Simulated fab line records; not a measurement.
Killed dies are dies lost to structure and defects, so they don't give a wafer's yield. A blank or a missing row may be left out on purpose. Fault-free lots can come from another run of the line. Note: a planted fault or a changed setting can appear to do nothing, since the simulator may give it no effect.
fab line records    flow sky130
record: lots: 5  wafers: 15  last_day: 50
route steps=708 shown FIELD_ISO@26 NWELL@32 DNWELL@35 PWDE@45
lots that met no fault: from a run of the same line without faults
start_h: the number of hours between the record's first day and the start of the first shown wafer of the lot    wait_h: how many hours have passed since the lot's step before this one    " same as the row above    L1.1+2: one row covering several wafers at once    - no value, or no start was given    * or withheld: withheld    < > ~ a bound
route shown NAME@n: a module of which the file shows steps, and the number in the route of the first    usual: mean and standard deviation over wafers with no fault    same: alike in all rows    chamber/n: place in a boat    sites: per-site readings    _std_site: how widely they spread, as a standard deviation    _edge_site: mean of outer sites minus mean of inner sites    radius_mm: for every site, how far away it sits from the centre of the wafer    mask NAME#n: copy n    behind: the tool/chamber that last shaped the wafer    hold: cause of the lot's hold/its duration in hours/its outcome    device: whichever transistor did not switch (one of n, p or np)    end of line: the same wafers' tests at the end of the route    for a step that has no rows: nothing shown but its recipe    killed: dies lost to structure and defects at the first sort, not the wafer's yield    map: per-die view of a wafer (x killed, . not killed, _ where there is no die)
set.NAME: the setting that was run; set.NAME@STEP: the one run at that earlier step    model.NAME: the simulator's own value behind a step, which no gauge read
a table for each step, a row for each wafer; lots at some steps of the route
services: a tool's chamber out of use, with start hour (start_h, from the record's first day; less than 0 if before it), hours out, and reason
== steps ==
step: SKY_FIELD_ISO_THK_MEAS_25
recipe: reads: SiO2_of_FIELD_ISO_CVD_24
usual: FIELD_ISO_CVD_24_THK: 594/6.1
lot.wafer  tool           chamber  start_h  wait_h  FIELD_ISO_CVD_24_THK[nm]
L074.2     film_metro-02  -        34.35    0.0     592
L074.3     "              -        "        "       593
L074.4     "              -        "        "       596
L082.3     film_metro-01  -        73.29    0.1     595
L082.5     "              -        "        "       599
L082.6     "              -        "        "       595
L088.1     film_metro-02  -        102.93   0.0     590
L088.2     "              -        "        "       581
L088.3     "              -        "        "       588
L092.1     film_metro-04  -        124.99   0.0     600
L092.3     "              -        "        "       604
L092.5     "              -        "        "       589
L096.2     film_metro-02  -        146.12   0.0     597
L096.4     "              -        "        "       597
L096.6     "              -        "        "       596
step: SKY_FIELD_ISO_ANNEAL_26
recipe: temp_c: 1000  time_s: 1800  ambient: N2
usual: spike_tc_centre_C: 999.9/1.3
lot.wafer  tool        chamber  start_h  wait_h  spike_tc_centre_C
L074.2     furnace-02  0        35.38    1.0     999.2
L074.3     "           0        "        "       997.8
L074.4     "           0        "        "       998.8
L082.3     furnace-01  0        74.21    0.9     999.7
L082.5     "           0        "        "       1000.0
L082.6     "           0        "        "       1001.3
L088.1     furnace-02  0        102.99   0.1     999.1
L088.2     "           0        "        "       999.9
L088.3     "           0        "        "       999.9
L092.1     furnace-01  0        125.05   0.1     1000.3
L092.3     "           0        "        "       1000.9
L092.5     "           0        "        "       1001.4
L096.2     furnace-01  0        146.17   0.0     1000.2
L096.4     "           0        "        "       1001.6
L096.6     "           0        "        "       1001.2
step: SKY_FIELD_ISO_CMP_27
recipe: stop_on: Si3N4  t_overpolish_s: 16  down_force_psi: 4  platen_rpm: 60  target_thk_nm: 457.8  pad_velocity_m_s: 0.94248
usual: head_pressure_psi: 4.001/0.0097  motor_current_A: 11.7/1  overpolish_run_s: 16.000/0.0084  time_to_endpoint_s: 108/3.3
lot.wafer  tool    chamber  start_h  wait_h  head_pressure_psi  motor_current_A  overpolish_run_s  time_to_endpoint_s
L074.3     cmp-01  1        36.93    0.1     4.011              11.3             15.995            108
L074.4     "       2        "        "       3.997              11.0             16.000            108
L074.2     "       3        "        "       3.995              11.5             15.998            110
L082.3     cmp-01  0        75.76    0.1     4.015              13.1             16.006            104
L082.6     "       3        "        "       4.012              11.1             15.999            103
L082.5     "       0        "        "       4.013              13.1             16.002            105
L088.1     cmp-01  0        105.02   0.5     4.003              12.7             16.011            110
L088.3     "       1        "        "       3.994              10.6             16.000            111
L088.2     "       2        "        "       3.996              10.4             16.008            106
L092.1     cmp-02  1        126.55   0.0     4.002              13.9             16.007            112
L092.3     "       3        "        "       3.998              11.4             16.006            111
L092.5     "       1        "        "       4.007              13.9             15.990            112
L096.4     cmp-02  1        147.67   0.0     3.985              13.6             16.004            112
L096.2     "       2        "        "       3.997              11.8             16.002            107
L096.6     "       2        "        "       4.001              11.3             15.999            105
step: SKY_FIELD_ISO_WET_ETCH_28
recipe: chemistry: dHF  target_depth_nm: 23.7  target: SiO2  dilution: 10:1  temp_c: 25  time_s: 47
lot.wafer   tool          chamber  start_h  wait_h
L074.2+3+4  wet_bench-01  2        37.18    0.1
L082.3+5+6  wet_bench-02  2        76.01    0.2
L088.1+2+3  wet_bench-03  1        105.27   0.2
L092.1+3+5  wet_bench-03  2        126.85   0.2
L096.2+4+6  wet_bench-01  1        147.97   0.2
step: SKY_FIELD_ISO_WET_ETCH_29
recipe: chemistry: H3PO4  target_depth_nm: 160  target: Si3N4  temp_c: 160  time_s: 1825
lot.wafer   tool          chamber  start_h  wait_h
L074.2+3+4  wet_bench-02  2        37.20    0.0
L082.3+5+6  wet_bench-03  3        76.03    0.0
L088.1+2+3  wet_bench-02  1        105.29   0.0
L092.1+3+5  wet_bench-01  2        126.88   0.0
L096.2+4+6  wet_bench-03  0        147.99   0.0
step: SKY_FIELD_ISO_WET_ETCH_30
recipe: chemistry: dHF  target_depth_nm: 25  target: SiO2  dilution: 10:1  temp_c: 25  time_s: 50
lot.wafer   tool          chamber  start_h  wait_h
L074.2+3+4  wet_bench-01  3        37.72    0.0
L082.3+5+6  wet_bench-02  0        76.54    0.0
L088.1+2+3  wet_bench-02  2        105.81   0.0
L092.1+3+5  wet_bench-03  2        127.44   0.0
L096.2+4+6  wet_bench-02  3        148.55   0.0
step: SKY_NWELL_CLEAN_00
recipe: chemistry: SC1/SC2  mix: 1:4:20  temp_c: 70  time_s: 150  dry: n2_spin
lot.wafer   tool          chamber  start_h  wait_h
L074.2+3+4  wet_bench-02  2        37.74    0.0
L082.3+5+6  wet_bench-01  2        76.57    0.0
L088.1+2+3  wet_bench-03  2        105.83   0.0
L092.1+3+5  wet_bench-02  1        127.46   0.0
L096.2+4+6  wet_bench-01  3        148.57   0.0
step: SKY_NWELL_OXIDATION_01
recipe: temp_c: 900  ambient: O2  stabilise_s: 600  purge_s: 300  target_thk_a: 100  ox_time_s: 1418
usual: spike_tc_centre_C: 900.4/1.3
same: purge_s: 300
lot.wafer  tool        chamber  start_h  wait_h  spike_tc_centre_C
L074.2     furnace-02  0        38.38    0.6     900.6
L074.3     "           0        "        "       897.7
L074.4     "           0        "        "       899.1
L082.3     furnace-01  0        78.38    1.8     899.9
L082.5     "           0        "        "       900.2
L082.6     "           0        "        "       902.0
L088.1     furnace-02  0        106.16   0.3     899.5
L088.2     "           0        "        "       900.1
L088.3     "           0        "        "       897.4
L092.1     furnace-01  0        129.50   2.0     901.8
L092.3     "           0        "        "       901.5
L092.5     "           0        "        "       900.0
L096.2     furnace-02  0        148.72   0.1     900.6
L096.4     "           0        "        "       898.5
L096.6     "           0        "        "       900.8
step: SKY_NWELL_THK_MEAS_02
recipe: reads: SiO2_of_NWELL_OXIDATION_01
usual: NWELL_OXIDATION_THK: 9.92/0.2
lot.wafer  tool           chamber  start_h  wait_h  NWELL_OXIDATION_THK[nm]
L074.2     film_metro-04  -        39.79    0.0     9.86
L074.3     "              -        "        "       10.04
L074.4     "              -        "        "       9.84
L082.3     film_metro-04  -        79.79    0.0     9.96
L082.5     "              -        "        "       10.05
L082.6     "              -        "        "       10.01
L088.1     film_metro-01  -        107.55   0.0     9.94
L088.2     "              -        "        "       10.01
L088.3     "              -        "        "       10.14
L092.1     film_metro-01  -        130.89   0.0     9.90
L092.3     "              -        "        "       10.19
L092.5     "              -        "        "       10.16
L096.2     film_metro-03  -        150.12   0.0     9.55
L096.4     "              -        "        "       9.66
L096.6     "              -        "        "       9.67
step: SKY_DNWELL_DEHYDRATE_00
recipe: temp_c: 200  time_s: 60
usual: heater_power_total_W: 160.38/0.13  plate_temp_C: 200.01/0.16
lot.wafer  tool            chamber  start_h  wait_h  heater_power_total_W  plate_temp_C
L074.2     litho_track-04  0        46.81    7.0     160.35                200.02
L074.3     "               0        "        "       160.36                200.01
L074.4     "               0        "        "       160.54                200.04
L082.3     litho_track-03  0        87.16    7.4     160.43                199.96
L082.5     "               0        "        "       160.53                200.06
L082.6     "               0        "        "       160.42                199.86
L088.1     litho_track-02  0        116.74   9.2     160.37                200.09
L088.2     "               0        "        "       160.29                199.87
L088.3     "               0        "        "       160.14                199.80
L092.1     litho_track-02  0        139.74   8.8     160.55                200.00
L092.3     "               0        "        "       160.22                200.18
L092.5     "               0        "        "       160.35                200.04
L096.2     litho_track-03  0        159.13   9.0     160.34                199.84
L096.4     "               0        "        "       160.34                199.89
L096.6     "               0        "        "       160.40                199.87
step: SKY_DNWELL_HMDS_01
recipe: prime_time_s: 60  prime_temp_c: 120
lot.wafer   tool            chamber  start_h  wait_h
L074.2+3+4  litho_track-04  0        46.96    0.1
L082.3+5+6  litho_track-03  0        87.31    0.1
L088.1+2+3  litho_track-02  0        116.89   0.1
L092.1+3+5  litho_track-02  0        139.89   0.1
L096.2+4+6  litho_track-03  0        159.28   0.1
step: SKY_DNWELL_COAT_02
recipe: spin_rpm: 2000  resist_thk_nm: 3000
lot.wafer   tool            chamber  start_h  wait_h
L074.2+3+4  litho_track-04  0        47.11    0.1
L082.3+5+6  litho_track-03  0        87.46    0.1
L088.1+2+3  litho_track-02  0        117.04   0.1
L092.1+3+5  litho_track-02  0        140.04   0.1
L096.2+4+6  litho_track-03  0        159.43   0.1
step: SKY_DNWELL_SOFTBAKE_03
recipe: temp_c: 110  time_s: withheld
usual: heater_power_total_W: 65.31/0.13  plate_temp_C: 109.97/0.14
lot.wafer  tool            chamber  start_h  wait_h  heater_power_total_W  plate_temp_C
L074.2     litho_track-04  0        47.26    0.1     65.23                 109.87
L074.3     "               0        "        "       65.15                 109.71
L074.4     "               0        "        "       65.24                 109.54
L082.3     litho_track-03  0        87.62    0.1     65.47                 110.11
L082.5     "               0        "        "       65.23                 109.93
L082.6     "               0        "        "       65.43                 109.87
L088.1     litho_track-02  0        117.19   0.1     65.32                 110.19
L088.2     "               0        "        "       65.50                 110.13
L088.3     "               0        "        "       65.50                 110.11
L092.1     litho_track-02  0        140.19   0.1     65.21                 109.87
L092.3     "               0        "        "       65.16                 109.94
L092.5     "               0        "        "       65.14                 109.89
L096.2     litho_track-03  0        159.59   0.1     65.32                 110.04
L096.4     "               0        "        "       65.28                 109.92
L096.6     "               0        "        "       65.09                 110.13
step: SKY_DNWELL_EXPOSE_04
recipe: mask_id: DNM  na: 0.57  target_cd_nm: 3000  dose_mj: 222
lot.wafer   tool              chamber  start_h  wait_h  mask
L074.2+3+4  iline_stepper-02  0        -        -       DNM#0
L082.3+5+6  iline_stepper-02  0        -        -       DNM#0
L088.1+2+3  iline_stepper-01  0        -        -       DNM#0
L092.1+3+5  iline_stepper-01  0        -        -       DNM#0
L096.2+4+6  iline_stepper-02  0        -        -       DNM#0
step: SKY_DNWELL_PEB_05
recipe: temp_c: 115  time_s: withheld
usual: heater_power_total_W: 69.32/0.13  plate_temp_C: 115.01/0.12
lot.wafer  tool            chamber  start_h  wait_h  heater_power_total_W  plate_temp_C
L074.2     litho_track-03  0        -        -       69.49                 114.92
L074.3     "               0        "        "       69.28                 114.88
L074.4     "               0        "        "       69.45                 115.10
L082.3     litho_track-02  0        -        -       69.40                 114.88
L082.5     "               0        "        "       69.18                 114.89
L082.6     "               0        "        "       69.28                 115.06
L088.1     litho_track-03  0        -        -       69.38                 114.91
L088.2     "               0        "        "       69.42                 115.15
L088.3     "               0        "        "       69.32                 114.91
L092.1     litho_track-04  0        -        -       69.50                 115.06
L092.3     "               0        "        "       69.31                 114.92
L092.5     "               0        "        "       69.52                 115.16
L096.2     litho_track-03  0        -        -       69.11                 115.28
L096.4     "               0        "        "       69.23                 115.05
L096.6     "               0        "        "       69.39                 115.12
step: SKY_DNWELL_DEVELOP_06
recipe: wall_angle_deg: 90  developer: TMAH  develop_time_s: 60  dev_temp_c: 23
lot.wafer   tool            chamber  start_h  wait_h
L074.2+3+4  litho_track-03  0        -        -
L082.3+5+6  litho_track-02  0        -        -
L088.1+2+3  litho_track-03  0        -        -
L092.1+3+5  litho_track-04  0        -        -
L096.2+4+6  litho_track-03  0        -        -
step: SKY_DNWELL_IMPLANT_07
recipe: species: P  energy_kev: withheld  dose_cm2: withheld  tilt_deg: withheld
lot.wafer   tool          chamber  start_h  wait_h
L074.2+3+4  implanter-02  0        55.43    -
L082.3+5+6  implanter-02  0        96.19    -
L088.1+2+3  implanter-03  0        126.31   -
L092.1+3+5  implanter-04  0        149.73   -
L096.2+4+6  implanter-03  0        169.03   -
step: SKY_DNWELL_STRIP_08
recipe: chemistry: O2/N2  power_w: 1400  pressure_mtorr: 1500  platen_temp_c: withheld  o2_flow_sccm: 3000  n2_flow_sccm: 300  overash_fraction: 0.5
usual: drypump_motor_current_A: 5.3/0.4  o2_flow_sccm: 3000/9.3  oes_product_au: 0.722/0.0044  strip_time_to_endpoint_s: 36.96/0.1
lot.wafer  tool             chamber  start_h  wait_h  drypump_motor_current_A  o2_flow_sccm  oes_product_au  rf_hours_counter_h  strip_time_to_endpoint_s
L074.2     plasma_asher-02  1        55.56    0.1     4.8                      2987          0.725           25                  36.98
L074.3     "                0        "        "       4.8                      2997          0.727           -                   36.97
L074.4     "                1        "        "       4.8                      3000          0.721           -                   36.92
L082.3     plasma_asher-02  0        96.32    0.1     4.8                      2997          0.723           -                   37.06
L082.5     "                0        "        "       4.8                      3000          0.718           -                   37.05
L082.6     "                1        "        "       4.9                      3005          0.727           -                   37.10
L088.1     plasma_asher-01  1        126.46   0.1     5.7                      2997          0.722           48                  37.18
L088.2     "                0        "        "       5.9                      3010          0.723           48                  37.07
L088.3     "                0        "        "       5.8                      2994          0.719           -                   37.13
L092.1     plasma_asher-02  1        149.88   0.1     4.9                      2993          0.726           33                  36.96
L092.3     "                0        "        "       4.8                      2996          0.728           -                   36.97
L092.5     "                0        "        "       4.8                      2992          0.716           -                   36.98
L096.2     plasma_asher-02  1        169.16   0.1     4.8                      3004          0.722           35                  36.90
L096.4     "                0        "        "       4.8                      3008          0.729           -                   36.83
L096.6     "                0        "        "       4.8                      3004          0.727           -                   36.79
step: SKY_DNWELL_TW_MEAS_09
usual: DNWELL_TW: 1116/14
lot.wafer  tool           chamber  start_h  wait_h  DNWELL_TW
L074.2     film_metro-03  -        55.67    0.1     1131
L074.3     "              -        "        "       1130
L074.4     "              -        "        "       1129
L082.3     film_metro-03  -        96.41    0.1     1138
L082.5     "              -        "        "       1130
L082.6     "              -        "        "       1129
L088.1     film_metro-03  -        126.56   0.1     1133
L088.2     "              -        "        "       1135
L088.3     "              -        "        "       1126
L092.1     film_metro-01  -        149.98   0.1     1108
L092.3     "              -        "        "       1102
L092.5     "              -        "        "       1108
L096.2     film_metro-03  -        169.27   0.1     1145
L096.4     "              -        "        "       1145
L096.6     "              -        "        "       1143
step: SKY_PWDE_DEHYDRATE_00
recipe: temp_c: 200  time_s: 60
usual: heater_power_total_W: 160.38/0.12  plate_temp_C: 200.02/0.16
lot.wafer  tool            chamber  start_h  wait_h  heater_power_total_W  plate_temp_C
L074.2     litho_track-04  0        63.26    7.6     160.50                200.07
L074.3     "               0        "        "       160.40                200.26
L074.4     "               0        "        "       160.42                199.91
L082.3     litho_track-04  0        104.68   8.3     160.25                199.94
L082.5     "               0        "        "       160.38                199.86
L082.6     "               0        "        "       160.52                199.84
L088.1     litho_track-02  0        135.34   8.8     160.22                200.00
L088.2     "               0        "        "       160.38                200.05
L088.3     "               0        "        "       160.33                200.16
L092.1     litho_track-04  0        159.53   9.5     160.21                200.14
L092.3     "               0        "        "       160.17                199.76
L092.5     "               0        "        "       160.28                200.03
L096.2     litho_track-02  0        178.81   9.5     160.19                199.96
L096.4     "               0        "        "       160.23                199.92
L096.6     "               0        "        "       160.36                199.76
step: SKY_PWDE_HMDS_01
recipe: prime_time_s: 60  prime_temp_c: 120
lot.wafer   tool            chamber  start_h  wait_h
L074.2+3+4  litho_track-04  0        63.41    0.1
L082.3+5+6  litho_track-04  0        104.83   0.1
L088.1+2+3  litho_track-02  0        135.49   0.1
L092.1+3+5  litho_track-04  0        159.68   0.1
L096.2+4+6  litho_track-02  0        178.96   0.1
step: SKY_PWDE_COAT_02
recipe: spin_rpm: 2000  resist_thk_nm: 3000
lot.wafer   tool            chamber  start_h  wait_h
L074.2+3+4  litho_track-04  0        63.56    0.1
L082.3+5+6  litho_track-04  0        104.98   0.1
L088.1+2+3  litho_track-02  0        135.64   0.1
L092.1+3+5  litho_track-04  0        159.83   0.1
L096.2+4+6  litho_track-02  0        179.11   0.1
step: SKY_PWDE_SOFTBAKE_03
recipe: temp_c: 110  time_s: withheld
usual: heater_power_total_W: 65.34/0.14  plate_temp_C: 109.98/0.14
lot.wafer  tool            chamber  start_h  wait_h  heater_power_total_W  plate_temp_C
L074.2     litho_track-04  0        63.71    0.1     65.41                 110.07
L074.3     "               0        "        "       65.38                 110.19
L074.4     "               0        "        "       65.30                 110.23
L082.3     litho_track-04  0        105.15   0.1     65.52                 109.94
L082.5     "               0        "        "       65.46                 109.74
L082.6     "               0        "        "       65.50                 110.07
L088.1     litho_track-02  0        135.79   0.1     65.11                 110.01
L088.2     "               0        "        "       65.10                 110.07
L088.3     "               0        "        "       65.44                 110.19
L092.1     litho_track-04  0        159.98   0.1     65.41                 109.92
L092.3     "               0        "        "       65.50                 109.79
L092.5     "               0        "        "       65.08                 109.68
L096.2     litho_track-02  0        179.27   0.1     65.17                 109.91
L096.4     "               0        "        "       65.53                 110.00
L096.6     "               0        "        "       65.51                 109.91
step: SKY_PWDE_EXPOSE_04
recipe: mask_id: PWDEM  na: 0.6  source_shape: conventional  sigma_outer: 0.6  polarization: unpolarized  target_cd_nm: 840  dose_mj: 214
lot.wafer   tool              chamber  start_h  wait_h  mask
L074.2+3+4  iline_stepper-02  0        -        -       PWDEM#0
L082.3+5+6  iline_stepper-01  0        -        -       PWDEM#0
L088.1+2+3  iline_stepper-02  0        -        -       PWDEM#0
L092.1+3+5  iline_stepper-01  0        -        -       PWDEM#0
L096.2+4+6  iline_stepper-02  0        -        -       PWDEM#0
step: SKY_PWDE_PEB_05
recipe: temp_c: 115  time_s: withheld
usual: heater_power_total_W: 69.35/0.13  plate_temp_C: 115.04/0.13
lot.wafer  tool            chamber  start_h  wait_h  heater_power_total_W  plate_temp_C
L074.2     litho_track-02  0        -        -       69.21                 115.06
L074.3     "               0        "        "       69.36                 115.08
L074.4     "               0        "        "       69.27                 115.13
L082.3     litho_track-04  0        -        -       69.23                 114.94
L082.5     "               0        "        "       69.55                 114.75
L082.6     "               0        "        "       69.29                 114.79
L088.1     litho_track-04  0        -        -       69.29                 114.93
L088.2     "               0        "        "       69.48                 115.15
L088.3     "               0        "        "       69.32                 115.14
L092.1     litho_track-04  0        -        -       69.34                 114.84
L092.3     "               0        "        "       69.47                 114.99
L092.5     "               0        "        "       69.45                 114.91
L096.2     litho_track-04  0        -        -       69.29                 115.00
L096.4     "               0        "        "       69.16                 114.89
L096.6     "               0        "        "       69.18                 115.00
step: SKY_PWDE_DEVELOP_06
recipe: wall_angle_deg: 90  developer: TMAH  develop_time_s: 60  dev_temp_c: 23
lot.wafer   tool            chamber  start_h  wait_h
L074.2+3+4  litho_track-02  0        -        -
L082.3+5+6  litho_track-04  0        -        -
L088.1+2+3  litho_track-04  0        -        -
L092.1+3+5  litho_track-04  0        -        -
L096.2+4+6  litho_track-04  0        -        -
step: SKY_PWDE_OVL_MEAS_07
usual: PWDE_OVL: -0.5/1.5
lot.wafer  tool        chamber  start_h  wait_h  PWDE_OVL[nm]
L074.2     overlay-01  -        71.25    -       -0.3
L074.3     "           -        "        "       0.5
L074.4     "           -        "        "       0.7
L082.3     overlay-02  -        114.54   -       -3.6
L082.5     "           -        "        "       -2.6
L082.6     "           -        "        "       -2.8
L088.1     overlay-01  -        145.53   -       0.8
L088.2     "           -        "        "       -0.1
L088.3     "           -        "        "       0.3
L092.1     overlay-01  -        169.88   -       1.8
L092.3     "           -        "        "       1.8
L092.5     "           -        "        "       1.9
L096.2     overlay-02  -        190.14   -       -0.7
L096.4     "           -        "        "       -0.7
L096.6     "           -        "        "       -1.0
step: SKY_PWDE_IMPLANT_08
recipe: species: B  energy_kev: 150  dose_cm2: 3.6e+12  tilt_deg: withheld
lot.wafer   tool          chamber  start_h  wait_h
L074.2+3+4  implanter-01  0        71.30    0.0
L082.3+5+6  implanter-02  0        114.62   0.1
L088.1+2+3  implanter-02  0        145.57   0.0
L092.1+3+5  implanter-04  0        169.92   0.0
L096.2+4+6  implanter-01  0        190.19   0.0
step: SKY_PWDE_STRIP_09
recipe: chemistry: O2/N2  power_w: 1400  pressure_mtorr: 1500  platen_temp_c: withheld  o2_flow_sccm: 3000  n2_flow_sccm: 300  overash_fraction: 0.5
usual: drypump_motor_current_A: 5.4/0.52  o2_flow_sccm: 3001/8  oes_product_au: 0.722/0.0045  strip_time_to_endpoint_s: 37.01/0.097
lot.wafer  tool             chamber  start_h  wait_h  drypump_motor_current_A  o2_flow_sccm  oes_product_au  rf_hours_counter_h  strip_time_to_endpoint_s
L074.2     plasma_asher-03  1        71.43    0.1     5.0                      2998          0.720           34                  37.19
L074.3     "                0        "        "       6.1                      2996          0.722           -                   37.20
L074.4     "                1        "        "       5.0                      3012          0.723           -                   37.29
L082.3     plasma_asher-01  1        114.75   0.1     5.7                      3011          0.718           -                   37.11
L082.5     "                0        "        "       5.9                      2984          0.720           -                   36.99
L082.6     "                1        "        "       5.7                      3007          0.722           -                   36.92
L088.1     plasma_asher-01  0        145.72   0.1     5.8                      3018          0.717           50                  37.04
L088.2     "                1        "        "       5.7                      3008          0.726           50                  37.04
L088.3     "                1        "        "       5.7                      3004          0.725           -                   37.13
L092.1     plasma_asher-01  0        170.07   0.1     5.9                      2983          0.721           52                  36.94
L092.3     "                0        "        "       5.9                      3006          0.726           -                   37.03
L092.5     "                1        "        "       5.7                      3010          0.726           -                   37.03
L096.2     plasma_asher-01  0        190.32   0.1     5.9                      2994          0.719           52                  37.20
L096.4     "                1        "        "       5.6                      2989          0.723           -                   37.21
L096.6     "                1        "        "       5.7                      2999          0.724           -                   37.15
step: SKY_PWDE_TW_MEAS_10
usual: PWDE_TW: 373/3.4
lot.wafer  tool           chamber  start_h  wait_h  PWDE_TW
L074.2     film_metro-01  -        71.54    0.1     372
L074.3     "              -        "        "       373
L074.4     "              -        "        "       371
L082.3     film_metro-04  -        114.84   0.1     372
L082.5     "              -        "        "       371
L082.6     "              -        "        "       371
L088.1     film_metro-04  -        145.82   0.1     370
L088.2     "              -        "        "       372
L088.3     "              -        "        "       371
L092.1     film_metro-01  -        170.17   0.1     372
L092.3     "              -        "        "       370
L092.5     "              -        "        "       371
L096.2     film_metro-01  -        190.43   0.1     374
L096.4     "              -        "        "       369
L096.6     "              -        "        "       372
step: SKY_NWELL_DEHYDRATE_03
recipe: temp_c: 200  time_s: 60
usual: heater_power_total_W: 160.37/0.13  plate_temp_C: 199.99/0.18
lot.wafer  tool            chamber  start_h  wait_h  heater_power_total_W  plate_temp_C
L074.2     litho_track-04  0        79.36    7.8     160.49                199.83
L074.3     "               0        "        "       160.35                199.89
L074.4     "               0        "        "       160.32                199.78
L082.3     litho_track-01  0        123.94   9.1     160.14                199.83
L082.5     "               0        "        "       160.43                199.98
L082.6     "               0        "        "       160.28                199.60
L088.1     litho_track-04  0        155.13   9.3     160.21                200.21
L088.2     "               0        "        "       160.34                200.24
L088.3     "               0        "        "       160.34                200.14
L092.1     litho_track-04  0        180.28   10.1    160.36                199.77
L092.3     "               0        "        "       160.57                199.94
L092.5     "               0        "        "       160.54                199.81
L096.2     litho_track-03  0        200.23   9.8     160.31                199.74
L096.4     "               0        "        "       160.19                199.77
L096.6     "               0        "        "       160.40                199.82
step: SKY_NWELL_HMDS_04
recipe: prime_time_s: 60  prime_temp_c: 120
lot.wafer   tool            chamber  start_h  wait_h
L074.2+3+4  litho_track-04  0        79.51    0.1
L082.3+5+6  litho_track-01  0        124.09   0.1
L088.1+2+3  litho_track-04  0        155.28   0.1
L092.1+3+5  litho_track-04  0        180.43   0.1
L096.2+4+6  litho_track-03  0        200.38   0.1
== services ==
tool              chamber  start_h  hours  kind
iline_stepper-02  -        11.52    7.4    repair
cmp-01            -        13.26    0.5    repair
furnace-01        -        20.77    3.3    pm
wet_bench-01      -        29.17    1.2    repair
cmp-01            -        41.54    5.6    pm
wet_bench-02      -        45.97    0.5    repair
implanter-04      -        51.24    5.5    pm
cmp-01            -        52.77    0.2    repair
cmp-02            -        64.00    4.0    pm
implanter-01      -        64.60    0.7    repair
furnace-02        -        65.40    3.7    pm
iline_stepper-01  -        85.92    2.1    pm
plasma_asher-02   -        109.82   14.6   pm
furnace-01        -        114.72   3.3    pm
cmp-01            -        118.02   4.3    repair
cmp-01            -        129.35   7.9    pm
implanter-02      -        148.31   1.5    repair
furnace-02        -        154.92   3.9    pm
wet_bench-01      -        160.03   2.6    repair
wet_bench-02      -        160.24   1.9    repair
iline_stepper-01  -        168.76   1.7    pm
plasma_asher-01   -        172.65   14.6   pm
cmp-01            -        180.94   0.9    repair
furnace-02        -        187.78   2.7    pm
== key ==
fault none
